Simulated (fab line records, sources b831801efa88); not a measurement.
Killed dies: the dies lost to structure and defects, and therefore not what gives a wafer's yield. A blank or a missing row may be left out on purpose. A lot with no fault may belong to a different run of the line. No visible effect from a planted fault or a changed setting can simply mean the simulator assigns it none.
Chamber matching / flow gf180mcu / cmp-01 running GF_V4_CMP_04: 4 sister chambers
The step polishes SiO2. 16 wafers are shown with their chamber, then 8 later ones without.

## EACH WAFER AND ITS CHAMBER
wafer=L770.2; chamber=3; motor-current-A (A)=12.1; time-to-endpoint-s (s)=85
wafer=L770.4; chamber=2; motor-current-A (A)=12.7; time-to-endpoint-s (s)=82
wafer=L770.5; chamber=0; motor-current-A (A)=10.1; time-to-endpoint-s (s)=91
wafer=L774.2; chamber=1; motor-current-A (A)=12.8; time-to-endpoint-s (s)=79
wafer=L774.3; chamber=3; motor-current-A (A)=12.7; time-to-endpoint-s (s)=77
wafer=L774.4; chamber=2; motor-current-A (A)=12.5; time-to-endpoint-s (s)=77
wafer=L775.1; chamber=2; motor-current-A (A)=12.2; time-to-endpoint-s (s)=80
wafer=L775.2; chamber=0; motor-current-A (A)=10.4; time-to-endpoint-s (s)=79
wafer=L775.4; chamber=1; motor-current-A (A)=11.6; time-to-endpoint-s (s)=85
wafer=L780.1; chamber=3; motor-current-A (A)=12.0; time-to-endpoint-s (s)=84
wafer=L780.4; chamber=1; motor-current-A (A)=11.4; time-to-endpoint-s (s)=85
wafer=L780.5; chamber=2; motor-current-A (A)=13.0; time-to-endpoint-s (s)=76
wafer=L781.1; chamber=1; motor-current-A (A)=12.9; time-to-endpoint-s (s)=78
wafer=L781.4; chamber=2; motor-current-A (A)=12.7; time-to-endpoint-s (s)=79
wafer=L781.6; chamber=1; motor-current-A (A)=12.8; time-to-endpoint-s (s)=82
wafer=L782.2; chamber=1; motor-current-A (A)=11.9; time-to-endpoint-s (s)=73

SIGNATURES (averages over the wafers above)
reading=motor-current-A; chamber 0=10.250; chamber 1=12.233; chamber 2=12.620; chamber 3=12.267; scatter within a chamber=0.498
reading=time-to-endpoint-s; chamber 0=85.00; chamber 1=80.33; chamber 2=78.80; chamber 3=82.00; scatter within a chamber=4.47
Rule: a wafer's distance from a chamber is the root of the sum, over the readings, of the square of ((its reading less the chamber's mean) divided by the reading's scatter). If the next closest chamber is less than 2 further off than the closest, the wafer can't be placed; otherwise it belongs to the closest. The scatter: take each reading less its chamber's mean, square it, sum over the shown wafers, divide by the number of wafers less the number of chambers, and take the root.

## WAFERS WHOSE CHAMBER IS MISSING
wafer=L782.3; motor-current-A (A)=12.3; time-to-endpoint-s (s)=76
wafer=L782.6; motor-current-A (A)=12.4; time-to-endpoint-s (s)=75
wafer=L783.2; motor-current-A (A)=12.8; time-to-endpoint-s (s)=76
wafer=L783.5; motor-current-A (A)=13.2; time-to-endpoint-s (s)=83
wafer=L783.6; motor-current-A (A)=12.5; time-to-endpoint-s (s)=81
wafer=L785.4; motor-current-A (A)=10.4; time-to-endpoint-s (s)=83
wafer=L785.5; motor-current-A (A)=12.3; time-to-endpoint-s (s)=87
wafer=L785.6; motor-current-A (A)=10.8; time-to-endpoint-s (s)=81

## THE CHAMBER EACH PASSED THROUGH
wafer=L782.3; from the rows above=can't be placed: 2 or 1 or 3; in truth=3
wafer=L782.6; from the rows above=can't be placed: 2 or 1 or 3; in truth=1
wafer=L783.2; from the rows above=can't be placed: 2 or 1 or 3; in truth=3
wafer=L783.5; from the rows above=can't be placed: 2 or 3 or 1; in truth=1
wafer=L783.6; from the rows above=can't be placed: 3 or 2 or 1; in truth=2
wafer=L785.4; from the rows above=0; in truth=0
wafer=L785.5; from the rows above=can't be placed: 3 or 1 or 2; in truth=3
wafer=L785.6; from the rows above=can't be placed: 0 or 1 or 3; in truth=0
1 of 8 placed correctly. Cannot be placed on the basis of these rows: 7; the candidates contain the true chamber in 7. Placed wrongly: 0.
